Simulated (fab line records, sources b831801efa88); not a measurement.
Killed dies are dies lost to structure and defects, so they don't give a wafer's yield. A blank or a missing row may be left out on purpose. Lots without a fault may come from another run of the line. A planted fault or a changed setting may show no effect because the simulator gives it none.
fab line records | flow sky130 | part 1 of 2: steps 1 to 28 of 39
record lots=5 wafers=15 last_day=50
route steps=708 shown PWDE@51 NWELL@56 VT_ADJUST_HVTP@85
lots that met no fault: from a run of the same line without faults
start_h: hours from the record's first day to the start of the lot's first wafer shown | wait_h: hours since the lot's step before | " the same as in the row above | L1.1+2: a row that stands for several wafers | - no value, or no start given | * or withheld: withheld | < > ~ a bound
route shown NAME@n: a module of which the file shows steps, and the number in the route of the first | usual: mean/standard deviation of fault-free wafers | same: alike in all rows | chamber/n: place in a boat | sites: the reading at each site | _std_site: their standard deviation | _edge_site: outer sites' mean less inner sites' | radius_mm: how far each site lies from the wafer's centre | mask NAME#n: copy n | behind: the tool/chamber that last shaped the wafer | hold: why the lot was held/for how many hours/how that ended | device: the transistor (n, p or np) that didn't switch | end of line: the same wafers' tests at the end of the route | a step without rows: its recipe alone | killed: dies lost to structure and defects at the first sort, not the wafer's yield | map: a wafer's dies, x killed, . not, _ none there
set.NAME: the setting as run; set.NAME@STEP: as run at that earlier step | model.NAME: the simulator's own value behind a step, which no gauge read
lots at some steps of the route; a table a step, a row a wafer
services: from which hour (start_h, from the record's first day; less than 0 if before it) a tool's chamber was out of use, for how many hours, and why
## steps
# step SKY_PWDE_DEVELOP_06
# recipe wall_angle_deg=90 developer=TMAH develop_time_s=60 dev_temp_c=23
# usual exhaust_pa=44.8/0.89
# columns lot.wafer tool chamber start_h wait_h exhaust_pa
L078.1 litho_track-01 0 - - 44.1
L078.2 " 0 " " 44.2
L078.6 " 0 " " 45.5
L081.3 litho_track-03 0 - - 42.9
L081.4 " 0 " " 43.8
L081.6 " 0 " " 42.2
L083.2 litho_track-03 0 - - 45.3
L083.4 " 0 " " 43.7
L083.6 " 0 " " 45.1
L088.2 litho_track-02 0 - - 44.7
L088.5 " 0 " " 45.1
L088.6 " 0 " " 45.0
L097.3 litho_track-02 0 - - 45.7
L097.5 " 0 " " 44.7
L097.6 " 0 " " 45.5
# step SKY_PWDE_OVL_MEAS_07
# usual PWDE_OVL=0.2/1.5
# columns lot.wafer tool chamber start_h wait_h PWDE_OVL[nm]
L078.1 overlay-02 - 86.99 - -0.8
L078.2 " - " " 0.3
L078.6 " - " " 0.1
L081.3 overlay-01 - 109.86 - 1.5
L081.4 " - " " 0.4
L081.6 " - " " 0.6
L083.2 overlay-01 - 127.21 - 1.3
L083.4 " - " " 2.5
L083.6 " - " " 0.4
L088.2 overlay-01 - 152.74 - 0.3
L088.5 " - " " -0.2
L088.6 " - " " 2.2
L097.3 overlay-01 - 197.49 - 2.1
L097.5 " - " " 1.7
L097.6 " - " " -0.2
# step SKY_PWDE_IMPLANT_08
# recipe species=B energy_kev=150 dose_cm2=3.6e+12 tilt_deg=withheld
# columns lot.wafer tool chamber start_h wait_h
L078.1+2+6 implanter-02 0 87.03 0.0
L081.3+4+6 implanter-02 0 109.94 0.1
L083.2+4+6 implanter-04 0 127.26 0.0
L088.2+5+6 implanter-04 0 152.79 0.0
L097.3+5+6 implanter-04 0 197.57 0.1
# step SKY_PWDE_STRIP_09
# recipe chemistry=O2/N2 power_w=1400 pressure_mtorr=1500 platen_temp_c=withheld o2_flow_sccm=3000 n2_flow_sccm=300 overash_fraction=0.5
# usual chamber_pressure_mTorr=1500.1/1.4 drypump_motor_current_A=5.5/0.32 oes_product_au=0.722/0.0052 strip_time_to_endpoint_s=36.91/0.08
# columns lot.wafer tool chamber start_h wait_h chamber_pressure_mTorr drypump_motor_current_A oes_product_au rf_hours_counter_h strip_time_to_endpoint_s
L078.1 plasma_asher-02 0 87.18 0.1 1503.1 6.1 0.725 27 36.75
L078.2 " 1 " " 1497.7 5.8 0.722 27 36.85
L078.6 " 0 " " 1501.0 6.1 0.719 - 36.83
L081.3 plasma_asher-03 0 110.07 0.1 1502.2 5.2 0.735 - 36.81
L081.4 " 1 " " 1498.6 5.3 0.725 - 36.89
L081.6 " 0 " " 1500.3 5.2 0.720 - 36.86
L083.2 plasma_asher-02 0 127.39 0.1 1502.3 6.1 0.729 31 36.87
L083.4 " 1 " " 1500.6 5.8 0.722 - 36.83
L083.6 " 0 " " 1500.8 6.1 0.720 - 36.92
L088.2 plasma_asher-02 1 152.92 0.1 1501.5 5.7 0.723 33 36.89
L088.5 " 1 " " 1499.0 5.8 0.723 - 36.96
L088.6 " 0 " " 1500.1 6.1 0.719 - 36.94
L097.3 plasma_asher-03 0 197.70 0.1 1498.5 5.2 0.725 - 36.97
L097.5 " 1 " " 1501.1 5.2 0.714 - 36.85
L097.6 " 0 " " 1500.9 5.2 0.719 - 36.90
# step SKY_PWDE_TW_MEAS_10
# usual PWDE_TW=374/3.4
# columns lot.wafer tool chamber start_h wait_h PWDE_TW
L078.1 film_metro-01 - 87.28 0.1 370
L078.2 " - " " 369
L078.6 " - " " 370
L081.3 film_metro-02 - 110.16 0.1 377
L081.4 " - " " 379
L081.6 " - " " 378
L083.2 film_metro-01 - 127.50 0.1 373
L083.4 " - " " 372
L083.6 " - " " 372
L088.2 film_metro-01 - 153.03 0.1 368
L088.5 " - " " 370
L088.6 " - " " 369
L097.3 film_metro-02 - 197.79 0.1 375
L097.5 " - " " 379
L097.6 " - " " 378
# step SKY_NWELL_DEHYDRATE_03
# recipe temp_c=200 time_s=60
# usual exhaust_pa=44.9/0.77
# columns lot.wafer tool chamber start_h wait_h exhaust_pa
L078.1 litho_track-02 0 94.08 6.8 44.4
L078.2 " 0 " " 45.5
L078.6 " 0 " " 43.8
L081.3 litho_track-03 0 119.10 8.9 44.5
L081.4 " 0 " " 44.8
L081.6 " 0 " " 45.7
L083.2 litho_track-02 0 135.41 7.9 44.1
L083.4 " 0 " " 44.6
L083.6 " 0 " " 46.1
L088.2 litho_track-04 0 162.64 9.6 44.3
L088.5 " 0 " " 43.8
L088.6 " 0 " " 43.6
L097.3 litho_track-03 0 208.10 10.3 45.4
L097.5 " 0 " " 44.4
L097.6 " 0 " " 43.9
# step SKY_NWELL_HMDS_04
# recipe prime_time_s=60 prime_temp_c=120
# usual exhaust_pa=45.0/0.87
# columns lot.wafer tool chamber start_h wait_h exhaust_pa
L078.1 litho_track-02 0 94.23 0.1 44.0
L078.2 " 0 " " 43.7
L078.6 " 0 " " 44.6
L081.3 litho_track-03 0 119.25 0.1 45.4
L081.4 " 0 " " 46.7
L081.6 " 0 " " 46.5
L083.2 litho_track-02 0 135.56 0.1 45.3
L083.4 " 0 " " 44.3
L083.6 " 0 " " 44.9
L088.2 litho_track-04 0 162.79 0.1 45.4
L088.5 " 0 " " 46.2
L088.6 " 0 " " 45.5
L097.3 litho_track-03 0 208.25 0.1 46.5
L097.5 " 0 " " 46.4
L097.6 " 0 " " 46.4
# step SKY_NWELL_COAT_05
# recipe spin_rpm=2000 resist_thk_nm=3000
# usual exhaust_pa=45.0/0.94
# columns lot.wafer tool chamber start_h wait_h exhaust_pa
L078.1 litho_track-02 0 94.38 0.1 44.9
L078.2 " 0 " " 43.8
L078.6 " 0 " " 44.1
L081.3 litho_track-03 0 119.40 0.1 44.8
L081.4 " 0 " " 45.5
L081.6 " 0 " " 45.1
L083.2 litho_track-02 0 135.71 0.1 44.8
L083.4 " 0 " " 44.5
L083.6 " 0 " " 46.5
L088.2 litho_track-04 0 162.94 0.1 44.5
L088.5 " 0 " " 44.1
L088.6 " 0 " " 43.6
L097.3 litho_track-03 0 208.40 0.1 45.7
L097.5 " 0 " " 44.1
L097.6 " 0 " " 44.9
# step SKY_NWELL_SOFTBAKE_06
# recipe temp_c=110 time_s=withheld
# usual exhaust_pa=45.0/0.89
# columns lot.wafer tool chamber start_h wait_h exhaust_pa
L078.1 litho_track-02 0 94.53 0.1 45.0
L078.2 " 0 " " 42.7
L078.6 " 0 " " 44.1
L081.3 litho_track-03 0 119.57 0.1 44.5
L081.4 " 0 " " 45.4
L081.6 " 0 " " 45.0
L083.2 litho_track-02 0 135.87 0.1 45.2
L083.4 " 0 " " 44.6
L083.6 " 0 " " 44.4
L088.2 litho_track-04 0 163.10 0.1 44.1
L088.5 " 0 " " 43.5
L088.6 " 0 " " 45.1
L097.3 litho_track-03 0 208.57 0.1 44.1
L097.5 " 0 " " 43.9
L097.6 " 0 " " 44.4
# step SKY_NWELL_EXPOSE_07
# recipe mask_id=NWM na=0.6 source_shape=conventional sigma_outer=0.6 polarization=unpolarized target_cd_nm=840 dose_mj=255
# columns lot.wafer tool chamber start_h wait_h mask
L078.1+2+6 iline_stepper-01 0 - - NWM#0
L081.3+4+6 iline_stepper-01 0 - - NWM#0
L083.2+4+6 iline_stepper-02 0 - - NWM#0
L088.2+5+6 iline_stepper-02 0 - - NWM#0
L097.3+5+6 iline_stepper-01 0 - - NWM#0
# step SKY_NWELL_PEB_08
# recipe temp_c=115 time_s=withheld
# usual exhaust_pa=45.2/0.8
# columns lot.wafer tool chamber start_h wait_h exhaust_pa
L078.1 litho_track-04 0 - - 44.6
L078.2 " 0 " " 46.0
L078.6 " 0 " " 45.5
L081.3 litho_track-03 0 - - 45.0
L081.4 " 0 " " 45.3
L081.6 " 0 " " 44.6
L083.2 litho_track-04 0 - - 45.0
L083.4 " 0 " " 44.3
L083.6 " 0 " " 44.9
L088.2 litho_track-04 0 - - 44.2
L088.5 " 0 " " 45.0
L088.6 " 0 " " 45.2
L097.3 litho_track-04 0 - - 45.0
L097.5 " 0 " " 45.5
L097.6 " 0 " " 44.9
# step SKY_NWELL_DEVELOP_09
# recipe wall_angle_deg=90 developer=TMAH develop_time_s=60 dev_temp_c=23
# usual exhaust_pa=45.2/1.1
# columns lot.wafer tool chamber start_h wait_h exhaust_pa
L078.1 litho_track-04 0 - - 46.1
L078.2 " 0 " " 45.8
L078.6 " 0 " " 45.2
L081.3 litho_track-03 0 - - 45.4
L081.4 " 0 " " 45.7
L081.6 " 0 " " 44.4
L083.2 litho_track-04 0 - - 44.3
L083.4 " 0 " " 44.6
L083.6 " 0 " " 44.6
L088.2 litho_track-04 0 - - 45.3
L088.5 " 0 " " 45.0
L088.6 " 0 " " 45.6
L097.3 litho_track-04 0 - - 44.3
L097.5 " 0 " " 45.0
L097.6 " 0 " " 44.5
# step SKY_NWELL_OVL_MEAS_10
# usual NWELL_00_OVL=1.2/1.2
# columns lot.wafer tool chamber start_h wait_h NWELL_00_OVL[nm]
L078.1 overlay-01 - 103.12 - 1.3
L078.2 " - " " 2.6
L078.6 " - " " 3.0
L081.3 overlay-02 - 128.36 - 0.0
L081.4 " - " " 1.1
L081.6 " - " " 0.1
L083.2 overlay-02 - 146.32 - 1.6
L083.4 " - " " 0.6
L083.6 " - " " 2.5
L088.2 overlay-01 - 173.17 - 1.8
L088.5 " - " " 0.5
L088.6 " - " " 2.4
L097.3 overlay-01 - 219.53 - 0.6
L097.5 " - " " 0.5
L097.6 " - " " 1.0
# step SKY_NWELL_IMPLANT_11
# recipe species=P energy_kev=400 dose_cm2=1.9e+13 tilt_deg=withheld
# columns lot.wafer tool chamber start_h wait_h
L078.1+2+6 implanter-01 0 103.15 0.0
L081.3+4+6 implanter-02 0 128.44 0.1
L083.2+4+6 implanter-01 0 146.38 0.0
L088.2+5+6 implanter-02 0 173.23 0.0
L097.3+5+6 implanter-04 0 219.60 0.1
# step SKY_NWELL_IMPLANT_12
# recipe species=P energy_kev=120 dose_cm2=1.3e+12 tilt_deg=withheld
# columns lot.wafer tool chamber start_h wait_h
L078.1+2+6 implanter-01 0 103.30 0.1
L081.3+4+6 implanter-02 0 128.59 0.1
L083.2+4+6 implanter-01 0 146.53 0.1
L088.2+5+6 implanter-02 0 173.38 0.1
L097.3+5+6 implanter-04 0 219.75 0.1
# step SKY_NWELL_IMPLANT_13
# recipe species=P energy_kev=50 dose_cm2=7e+11 tilt_deg=withheld
# columns lot.wafer tool chamber start_h wait_h
L078.1+2+6 implanter-01 0 103.45 0.1
L081.3+4+6 implanter-02 0 128.74 0.1
L083.2+4+6 implanter-01 0 146.68 0.1
L088.2+5+6 implanter-02 0 173.53 0.1
L097.3+5+6 implanter-04 0 219.90 0.1
# step SKY_NWELL_STRIP_14
# recipe chemistry=O2/N2 power_w=1400 pressure_mtorr=1500 platen_temp_c=withheld o2_flow_sccm=3000 n2_flow_sccm=300 overash_fraction=0.5
# usual chamber_pressure_mTorr=1499.8/1.3 drypump_motor_current_A=5.5/0.48 oes_product_au=0.723/0.0044 strip_time_to_endpoint_s=36.93/0.12
# columns lot.wafer tool chamber start_h wait_h chamber_pressure_mTorr drypump_motor_current_A oes_product_au rf_hours_counter_h strip_time_to_endpoint_s
L078.1 plasma_asher-03 1 103.60 0.1 1501.2 5.3 0.722 42 36.79
L078.2 " 0 " " 1501.1 5.2 0.725 42 36.76
L078.6 " 0 " " 1502.0 5.2 0.728 - 36.72
L081.3 plasma_asher-02 1 128.87 0.1 1497.6 5.8 0.725 - 36.96
L081.4 " 0 " " 1500.1 6.1 0.719 - 36.92
L081.6 " 1 " " 1498.6 5.8 0.727 - 36.79
L083.2 plasma_asher-03 1 146.80 0.1 1500.5 5.2 0.721 46 36.95
L083.4 " 0 " " 1501.1 5.2 0.719 - 37.05
L083.6 " 0 " " 1500.0 5.2 0.720 - 37.02
L088.2 plasma_asher-03 0 173.65 0.1 1497.7 5.2 0.721 49 37.10
L088.5 " 1 " " 1499.2 5.2 0.729 - 37.10
L088.6 " 0 " " 1501.6 5.2 0.721 - 37.05
L097.3 plasma_asher-02 1 220.04 0.1 1500.8 5.8 0.725 - 36.99
L097.5 " 1 " " 1499.8 5.8 0.725 - 36.87
L097.6 " 0 " " 1497.9 6.1 0.728 - 36.91
# step SKY_NWELL_TW_MEAS_15
# usual NWELL_TW=1825/17
# columns lot.wafer tool chamber start_h wait_h NWELL_TW
L078.1 film_metro-02 - 103.70 0.1 1841
L078.2 " - " " 1826
L078.6 " - " " 1827
L081.3 film_metro-02 - 128.96 0.1 1831
L081.4 " - " " 1841
L081.6 " - " " 1833
L083.2 film_metro-04 - 146.91 0.1 1799
L083.4 " - " " 1810
L083.6 " - " " 1817
L088.2 film_metro-01 - 173.76 0.1 1801
L088.5 " - " " 1806
L088.6 " - " " 1807
L097.3 film_metro-02 - 220.12 0.1 1841
L097.5 " - " " 1849
L097.6 " - " " 1842
# step SKY_NWELL_DEHYDRATE_16
# recipe temp_c=200 time_s=60
# usual exhaust_pa=44.7/0.97
# columns lot.wafer tool chamber start_h wait_h exhaust_pa
L078.1 litho_track-02 0 111.08 7.4 42.5
L078.2 " 0 " " 43.1
L078.6 " 0 " " 43.8
L081.3 litho_track-02 0 137.48 8.5 43.6
L081.4 " 0 " " 43.5
L081.6 " 0 " " 44.3
L083.2 litho_track-03 0 156.13 9.2 45.2
L083.4 " 0 " " 44.5
L083.6 " 0 " " 44.9
L088.2 litho_track-04 0 183.44 9.7 46.6
L088.5 " 0 " " 46.6
L088.6 " 0 " " 46.2
L097.3 litho_track-03 0 231.35 11.2 43.9
L097.5 " 0 " " 45.3
L097.6 " 0 " " 45.7
# step SKY_NWELL_HMDS_17
# recipe prime_time_s=60 prime_temp_c=120
# usual exhaust_pa=45.0/0.81
# columns lot.wafer tool chamber start_h wait_h exhaust_pa
L078.1 litho_track-02 0 111.23 0.1 43.7
L078.2 " 0 " " 44.6
L078.6 " 0 " " 44.7
L081.3 litho_track-02 0 137.63 0.1 47.0
L081.4 " 0 " " 46.5
L081.6 " 0 " " 46.6
L083.2 litho_track-03 0 156.28 0.1 44.1
L083.4 " 0 " " 45.9
L083.6 " 0 " " 45.1
L088.2 litho_track-04 0 183.59 0.1 44.2
L088.5 " 0 " " 45.7
L088.6 " 0 " " 43.5
L097.3 litho_track-03 0 231.50 0.1 45.8
L097.5 " 0 " " 45.3
L097.6 " 0 " " 45.8
# step SKY_NWELL_COAT_18
# recipe spin_rpm=2000 resist_thk_nm=3000
# usual exhaust_pa=45.0/0.73
# columns lot.wafer tool chamber start_h wait_h exhaust_pa
L078.1 litho_track-02 0 111.38 0.1 43.8
L078.2 " 0 " " 44.8
L078.6 " 0 " " 45.1
L081.3 litho_track-02 0 137.78 0.1 44.5
L081.4 " 0 " " 46.3
L081.6 " 0 " " 44.1
L083.2 litho_track-03 0 156.43 0.1 43.9
L083.4 " 0 " " 45.0
L083.6 " 0 " " 44.7
L088.2 litho_track-04 0 183.74 0.1 46.6
L088.5 " 0 " " 44.4
L088.6 " 0 " " 44.9
L097.3 litho_track-03 0 231.65 0.1 44.1
L097.5 " 0 " " 44.6
L097.6 " 0 " " 45.0
# step SKY_NWELL_SOFTBAKE_19
# recipe temp_c=110 time_s=withheld
# usual exhaust_pa=45.0/0.87
# columns lot.wafer tool chamber start_h wait_h exhaust_pa
L078.1 litho_track-02 0 111.53 0.1 44.5
L078.2 " 0 " " 44.4
L078.6 " 0 " " 45.1
L081.3 litho_track-02 0 137.95 0.1 46.4
L081.4 " 0 " " 46.8
L081.6 " 0 " " 44.9
L083.2 litho_track-03 0 156.59 0.1 43.8
L083.4 " 0 " " 43.3
L083.6 " 0 " " 45.8
L088.2 litho_track-04 0 183.90 0.1 44.8
L088.5 " 0 " " 46.0
L088.6 " 0 " " 44.8
L097.3 litho_track-03 0 231.82 0.1 44.3
L097.5 " 0 " " 43.9
L097.6 " 0 " " 43.3
# step SKY_NWELL_EXPOSE_20
# recipe mask_id=NWM_COMPLEMENT na=0.6 source_shape=conventional sigma_outer=0.6 polarization=unpolarized target_cd_nm=840 dose_mj=260
# columns lot.wafer tool chamber start_h wait_h mask
L078.1+2+6 iline_stepper-02 0 - - NWM_COMPLEMENT#0
L081.3+4+6 iline_stepper-02 0 - - NWM_COMPLEMENT#0
L083.2+4+6 iline_stepper-01 0 - - NWM_COMPLEMENT#0
L088.2+5+6 iline_stepper-02 0 - - NWM_COMPLEMENT#0
L097.3+5+6 iline_stepper-01 0 - - NWM_COMPLEMENT#0
# step SKY_NWELL_PEB_21
# recipe temp_c=115 time_s=withheld
# usual exhaust_pa=45.0/0.84
# columns lot.wafer tool chamber start_h wait_h exhaust_pa
L078.1 litho_track-04 0 - - 44.7
L078.2 " 0 " " 42.8
L078.6 " 0 " " 44.7
L081.3 litho_track-03 0 - - 45.4
L081.4 " 0 " " 45.0
L081.6 " 0 " " 45.0
L083.2 litho_track-03 0 - - 44.2
L083.4 " 0 " " 43.5
L083.6 " 0 " " 43.8
L088.2 litho_track-03 0 - - 45.5
L088.5 " 0 " " 43.8
L088.6 " 0 " " 45.9
L097.3 litho_track-02 0 - - 45.9
L097.5 " 0 " " 46.5
L097.6 " 0 " " 44.0
# step SKY_NWELL_DEVELOP_22
# recipe wall_angle_deg=90 developer=TMAH develop_time_s=60 dev_temp_c=23
# usual exhaust_pa=45.0/0.85
# columns lot.wafer tool chamber start_h wait_h exhaust_pa
L078.1 litho_track-04 0 - - 43.9
L078.2 " 0 " " 44.1
L078.6 " 0 " " 44.6
L081.3 litho_track-03 0 - - 45.2
L081.4 " 0 " " 44.9
L081.6 " 0 " " 46.0
L083.2 litho_track-03 0 - - 44.9
L083.4 " 0 " " 45.1
L083.6 " 0 " " 46.5
L088.2 litho_track-03 0 - - 45.4
L088.5 " 0 " " 45.9
L088.6 " 0 " " 45.2
L097.3 litho_track-02 0 - - 45.0
L097.5 " 0 " " 43.5
L097.6 " 0 " " 44.8
# step SKY_NWELL_OVL_MEAS_23
# usual NWELL_01_OVL=0.2/1.7
# columns lot.wafer tool chamber start_h wait_h NWELL_01_OVL[nm]
L078.1 overlay-02 - 120.92 - 0.7
L078.2 " - " " 0.1
L078.6 " - " " -2.0
L081.3 overlay-01 - 147.86 - -2.3
L081.4 " - " " -2.9
L081.6 " - " " -2.1
L083.2 overlay-01 - 167.01 - 2.3
L083.4 " - " " 0.3
L083.6 " - " " -1.0
L088.2 overlay-01 - 194.21 - -1.0
L088.5 " - " " -0.7
L088.6 " - " " -0.3
L097.3 overlay-01 - 243.24 - -1.2
L097.5 " - " " -0.3
L097.6 " - " " 1.7
# step SKY_NWELL_IMPLANT_24
# recipe species=B energy_kev=140 dose_cm2=9.2e+12 tilt_deg=withheld
# columns lot.wafer tool chamber start_h wait_h
L078.1+2+6 implanter-02 0 120.95 0.0
L081.3+4+6 implanter-02 0 148.15 0.3
L083.2+4+6 implanter-01 0 167.06 0.0
L088.2+5+6 implanter-02 0 194.26 0.0
L097.3+5+6 implanter-01 0 243.32 0.1
# step SKY_NWELL_STRIP_25
# recipe chemistry=O2/N2 power_w=1400 pressure_mtorr=1500 platen_temp_c=withheld o2_flow_sccm=3000 n2_flow_sccm=300 overash_fraction=0.5
# usual chamber_pressure_mTorr=1499.9/1.3 drypump_motor_current_A=5.4/0.45 oes_product_au=0.723/0.0045 strip_time_to_endpoint_s=36.93/0.1
# columns lot.wafer tool chamber start_h wait_h chamber_pressure_mTorr drypump_motor_current_A oes_product_au rf_hours_counter_h strip_time_to_endpoint_s
L078.1 plasma_asher-03 1 121.10 0.1 1501.0 5.3 0.728 44 36.96
L078.2 " 0 " " 1498.9 5.2 0.720 44 36.91
L078.6 " 1 " " 1499.0 5.3 0.717 - 36.82
L081.3 plasma_asher-02 1 148.29 0.1 1498.2 5.8 0.732 - 36.85
L081.4 " 0 " " 1499.8 6.1 0.725 - 36.76
L081.6 " 1 " " 1500.6 5.8 0.720 - 36.88
L083.2 plasma_asher-03 0 167.19 0.1 1501.0 5.2 0.726 48 36.87
L083.4 " 0 " " 1501.3 5.2 0.721 - 36.85
L083.6 " 0 " " 1500.9 5.2 0.727 - 36.97
L088.2 plasma_asher-01 1 194.39 0.1 1500.8 4.8 0.723 53 37.00
L088.5 " 1 " " 1500.6 4.7 0.718 - 36.87
L088.6 " 0 " " 1501.3 5.9 0.733 - 36.95
L097.3 plasma_asher-01 0 243.45 0.1 1499.5 5.8 0.716 - 36.90
L097.5 " 0 " " 1497.5 5.8 0.726 - 36.90
L097.6 " 1 " " 1501.1 4.7 0.724 - 36.90
